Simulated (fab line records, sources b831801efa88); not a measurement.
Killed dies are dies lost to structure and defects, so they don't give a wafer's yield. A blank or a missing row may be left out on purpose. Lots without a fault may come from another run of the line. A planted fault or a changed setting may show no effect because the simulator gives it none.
Chamber matching | flow sfq_line | SFQ_TRILAYER_I2_CMP_CMP_064 on cmp-02: 4 sister chambers
The step polishes SiO2. 4 wafers are shown with their chamber, then 8 later ones without.

WAFERS WITH THEIR CHAMBER
wafer  | chamber | motor_current_A (A)
L800.1 | 0       | 10.2
L800.3 | 3       | 8.7
L801.6 | 1       | 10.1
L802.1 | 2       | 11.8

WAFERS WITHOUT THEIR CHAMBER
wafer  | motor_current_A (A)
L802.3 | 10.4
L802.6 | 11.6
L807.1 | 10.0
L807.2 | 10.1
L807.6 | 10.0
L808.4 | 10.2
L808.1 | 8.3
L808.2 | 11.7

WHICH CHAMBER EACH WENT THROUGH
wafer  | from the rows above     | in truth
L802.3 | can't be placed: 0 or 1 | 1
L802.6 | 2                       | 2
L807.1 | can't be placed: 1 or 0 | 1
L807.2 | can't be placed: 1 or 0 | 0
L807.6 | can't be placed: 1 or 0 | 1
L808.4 | can't be placed: 0 or 1 | 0
L808.1 | 3                       | 3
L808.2 | 2                       | 2
Placed correctly: 3 of 8. Can't be placed from these rows: 5 (the true chamber is among the candidates in 5). Placed wrongly: 0.
How it was worked out, from the rows above alone: a wafer's distance from a chamber is the root of the sum, over the readings, of the square of ((its reading less the chamber's mean) divided by the reading's scatter). The wafer belongs to the nearest chamber; if the next one is less than 2 further off, it can't be placed. A chamber's mean is the mean of its shown wafers. The scatter: with one shown wafer a chamber, the root of the mean of the squares of how far each hidden wafer lies from its nearest shown one.
